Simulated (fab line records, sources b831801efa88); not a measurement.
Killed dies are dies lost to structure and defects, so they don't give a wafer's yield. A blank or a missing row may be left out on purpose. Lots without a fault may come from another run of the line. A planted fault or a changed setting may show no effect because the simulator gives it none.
fab line records | flow gf180mcu | part 2 of 2: steps 27 to 35 of 35
record lots=5 wafers=15 last_day=33
route steps=602 shown VT_IMPLANT@131 MVSD@136 NWELL@137 LVPWELL@138 MVPSD@139 DUAL_GATE@141 POLY_GATE@157
lots that met no fault: from a run of the same line without faults
start_h: hours from the record's first day to the start of the lot's first wafer shown | wait_h: hours since the lot's step before | " the same as in the row above | L1.1+2: a row that stands for several wafers | - no value, or no start given | * or withheld: withheld | < > ~ a bound
route shown NAME@n: a module of which the file shows steps, and the number in the route of the first | usual: mean/standard deviation of fault-free wafers | same: alike in all rows | chamber/n: place in a boat | sites: the reading at each site | _std_site: their standard deviation | _edge_site: outer sites' mean less inner sites' | radius_mm: how far each site lies from the wafer's centre | mask NAME#n: copy n | behind: the tool/chamber that last shaped the wafer | hold: why the lot was held/for how many hours/how that ended | device: the transistor (n, p or np) that didn't switch | end of line: the same wafers' tests at the end of the route | a step without rows: its recipe alone | killed: dies lost to structure and defects at the first sort, not the wafer's yield | map: a wafer's dies, x killed, . not, _ none there
set.NAME: the setting as run; set.NAME@STEP: as run at that earlier step | model.NAME: the simulator's own value behind a step, which no gauge read
lots at some steps of the route; a table a step, a row a wafer
services: from which hour (start_h, from the record's first day; less than 0 if before it) a tool's chamber was out of use, for how many hours, and why
## steps
# step GF_POLY_GATE_CVD_00
# recipe material=poly-Si target_thk_nm=200 temp_c=620 time_s=1200 pressure_mtorr=200
# usual spike_tc_bottom_C=640.2/1.9 spike_tc_upper_C=619.4/1.6
# same time_s=1200
# columns lot.wafer tool chamber start_h wait_h spike_tc_bottom_C spike_tc_upper_C
L077.1 lpcvd-02 0 203.78 0.0 642.1 619.4
L077.2 " 0 " " 642.2 617.6
L077.4 " 0 " " 642.0 619.5
L082.2 lpcvd-01 1 233.07 0.0 640.8 618.0
L082.3 " 1 " " 639.8 617.6
L082.5 " 1 " " 640.6 617.3
L085.2 lpcvd-01 0 253.74 0.5 638.0 620.1
L085.4 " 0 " " 638.3 618.5
L085.5 " 0 " " 637.1 619.6
L092.2 lpcvd-02 0 304.20 0.0 640.2 618.4
L092.3 " 0 " " 642.2 618.5
L092.4 " 0 " " 641.8 618.2
L093.1 lpcvd-02 1 314.84 0.0 641.3 621.2
L093.2 " 1 " " 639.9 622.3
L093.4 " 1 " " 642.6 621.8
# step GF_POLY_GATE_THK_MEAS_01
# recipe reads=poly-Si_of_POLY_GATE_CVD_00
# usual POLY_GATE_CVD_00_THK=200.1/1.5
# columns lot.wafer tool chamber start_h wait_h POLY_GATE_CVD_00_THK[nm]
L077.1 film_metro-01 - 205.11 0.0 199.2
L077.2 " - " " 201.1
L077.4 " - " " 200.9
L082.2 film_metro-01 - 234.41 0.0 198.2
L082.3 " - " " 200.0
L082.5 " - " " 200.4
L085.2 film_metro-01 - 255.11 0.0 200.1
L085.4 " - " " 201.2
L085.5 " - " " 199.8
L092.2 film_metro-02 - 305.54 0.0 200.2
L092.3 " - " " 199.5
L092.4 " - " " 199.4
L093.1 film_metro-01 - 316.17 0.0 199.5
L093.2 " - " " 202.5
L093.4 " - " " 201.1
# step GF_POLY_GATE_DEHYDRATE_02
# recipe temp_c=200 time_s=60
# usual chill_plate_temp_C=23.00/0.11
# same time_s=60
# columns lot.wafer tool chamber start_h wait_h chill_plate_temp_C
L077.1 litho_track-01 0 213.18 8.1 23.03
L077.2 " 0 " " 22.99
L077.4 " 0 " " 23.00
L082.2 litho_track-02 0 243.34 8.9 23.21
L082.3 " 0 " " 22.83
L082.5 " 0 " " 22.97
L085.2 litho_track-04 0 264.09 9.0 22.87
L085.4 " 0 " " 22.89
L085.5 " 0 " " 22.93
L092.2 litho_track-02 0 314.89 9.3 22.99
L092.3 " 0 " " 23.03
L092.4 " 0 " " 23.03
L093.1 litho_track-02 0 326.37 10.2 22.95
L093.2 " 0 " " 23.11
L093.4 " 0 " " 23.09
# step GF_POLY_GATE_HMDS_03
# recipe prime_time_s=60 prime_temp_c=120
# usual chill_plate_temp_C=23.00/0.1
# columns lot.wafer tool chamber start_h wait_h chill_plate_temp_C
L077.1 litho_track-01 0 213.33 0.1 23.16
L077.2 " 0 " " 23.14
L077.4 " 0 " " 23.20
L082.2 litho_track-02 0 243.49 0.1 22.86
L082.3 " 0 " " 22.80
L082.5 " 0 " " 22.96
L085.2 litho_track-04 0 264.24 0.1 22.91
L085.4 " 0 " " 23.00
L085.5 " 0 " " 23.09
L092.2 litho_track-02 0 315.04 0.1 23.03
L092.3 " 0 " " 23.01
L092.4 " 0 " " 23.00
L093.1 litho_track-02 0 326.52 0.1 23.09
L093.2 " 0 " " 23.12
L093.4 " 0 " " 23.12
# step GF_POLY_GATE_COAT_04
# recipe resist=BARC temp_c=withheld time_s=withheld spin_rpm=withheld resist_thk_nm=withheld
# usual chill_plate_temp_C=*
# columns lot.wafer tool chamber start_h wait_h chill_plate_temp_C
L077.1 litho_track-01 0 213.48 0.1 *
L077.2 " 0 " " *
L077.4 " 0 " " *
L082.2 litho_track-02 0 243.64 0.1 *
L082.3 " 0 " " *
L082.5 " 0 " " *
L085.2 litho_track-04 0 264.39 0.1 *
L085.4 " 0 " " *
L085.5 " 0 " " *
L092.2 litho_track-02 0 315.19 0.1 *
L092.3 " 0 " " *
L092.4 " 0 " " *
L093.1 litho_track-02 0 326.67 0.1 *
L093.2 " 0 " " *
L093.4 " 0 " " *
# step GF_POLY_GATE_COAT_05
# recipe resist=KrF spin_rpm=withheld resist_thk_nm=700
# usual chill_plate_temp_C=22.99/0.1
# columns lot.wafer tool chamber start_h wait_h chill_plate_temp_C
L077.1 litho_track-01 0 - - 23.12
L077.2 " 0 " " 23.12
L077.4 " 0 " " 22.98
L082.2 litho_track-02 0 - - 23.02
L082.3 " 0 " " 22.95
L082.5 " 0 " " 22.87
L085.2 litho_track-04 0 - - 23.07
L085.4 " 0 " " 23.11
L085.5 " 0 " " 22.96
L092.2 litho_track-02 0 - - 22.86
L092.3 " 0 " " 22.93
L092.4 " 0 " " 22.93
L093.1 litho_track-02 0 - - 22.96
L093.2 " 0 " " 22.98
L093.4 " 0 " " 22.84
# step GF_POLY_GATE_SOFTBAKE_06
# recipe temp_c=130 time_s=60 resist=KrF
# usual chill_plate_temp_C=22.99/0.12
# same time_s=60
# columns lot.wafer tool chamber start_h wait_h chill_plate_temp_C
L077.1 litho_track-01 0 - - 22.89
L077.2 " 0 " " 22.84
L077.4 " 0 " " 23.03
L082.2 litho_track-02 0 - - 22.93
L082.3 " 0 " " 23.04
L082.5 " 0 " " 22.98
L085.2 litho_track-04 0 - - 22.90
L085.4 " 0 " " 22.90
L085.5 " 0 " " 23.06
L092.2 litho_track-02 0 - - 22.95
L092.3 " 0 " " 22.85
L092.4 " 0 " " 23.09
L093.1 litho_track-02 0 - - 23.10
L093.2 " 0 " " 23.09
L093.4 " 0 " " 22.90
# step GF_POLY_GATE_EXPOSE_07
# recipe mask_id=Poly2 target_cd_nm=280 na=0.68 source_shape=conventional sigma_outer=0.6 dose_mj=28
# usual exposure_dose_mJ_cm2=28.17/0.15 stage_vel_mm_s=499.97/0.26
# columns lot.wafer tool chamber start_h wait_h mask exposure_dose_mJ_cm2 stage_vel_mm_s
L077.1 krf_scanner-01 0 - - Poly2#0 28.29 499.70
L077.2 " 0 " " Poly2#0 28.29 499.88
L077.4 " 0 " " Poly2#0 28.32 499.95
L082.2 krf_scanner-01 0 - - Poly2#0 28.34 499.61
L082.3 " 0 " " Poly2#0 28.32 500.17
L082.5 " 0 " " Poly2#0 28.35 499.52
L085.2 krf_scanner-01 0 - - Poly2#0 28.28 500.23
L085.4 " 0 " " Poly2#0 28.27 499.78
L085.5 " 0 " " Poly2#0 28.31 500.39
L092.2 krf_scanner-01 0 - - Poly2#0 28.28 499.91
L092.3 " 0 " " Poly2#0 28.30 499.48
L092.4 " 0 " " Poly2#0 28.27 499.88
L093.1 krf_scanner-01 0 - - Poly2#0 28.24 500.08
L093.2 " 0 " " Poly2#0 28.26 500.08
L093.4 " 0 " " Poly2#0 28.23 499.89
# step GF_POLY_GATE_PEB_08
# recipe peb_temp_c=135 peb_time_s=90 resist=KrF
# usual chill_plate_temp_C=23.01/0.094
# same peb_time_s=90
# columns lot.wafer tool chamber start_h wait_h chill_plate_temp_C
L077.1 litho_track-02 0 - - 23.02
L077.2 " 0 " " 23.00
L077.4 " 0 " " 23.29
L082.2 litho_track-02 0 - - 23.09
L082.3 " 0 " " 22.85
L082.5 " 0 " " 23.01
L085.2 litho_track-04 0 - - 23.03
L085.4 " 0 " " 23.17
L085.5 " 0 " " 22.75
L092.2 litho_track-02 0 - - 22.95
L092.3 " 0 " " 22.94
L092.4 " 0 " " 23.02
L093.1 litho_track-01 0 - - 22.96
L093.2 " 0 " " 22.97
L093.4 " 0 " " 22.98
## services
# columns tool chamber start_h hours kind
krf_scanner-01 - 159.67 0.8 pm
implanter-02 - 160.55 6.0 repair
krf_scanner-01 - 162.38 1.0 pm
plasma_asher-03 - 162.95 15.6 pm
plasma_asher-02 - 167.98 4.3 pm
lpcvd-02 - 186.22 0.6 repair
plasma_asher-03 - 213.00 0.5 repair
krf_scanner-01 - 230.06 1.3 pm
krf_scanner-01 - 236.95 1.2 repair
plasma_asher-04 - 244.00 2.8 pm
implanter-02 - 247.89 17.1 repair
furnace-01 - 255.04 3.2 pm
furnace-02 - 272.54 2.6 pm
iline_stepper-01 - 275.79 1.2 repair
krf_scanner-01 - 277.45 3.6 pm
iline_stepper-01 - 283.07 1.7 pm
krf_scanner-01 - 287.07 4.4 pm
lpcvd-02 - 287.83 0.6 repair
plasma_asher-04 - 289.55 0.5 repair
wet_bench-02 - 299.51 5.4 repair
furnace-02 - 305.32 3.1 pm
plasma_asher-04 - 329.05 0.7 repair
krf_scanner-01 - 329.50 0.8 pm
krf_scanner-01 - 331.38 1.0 pm
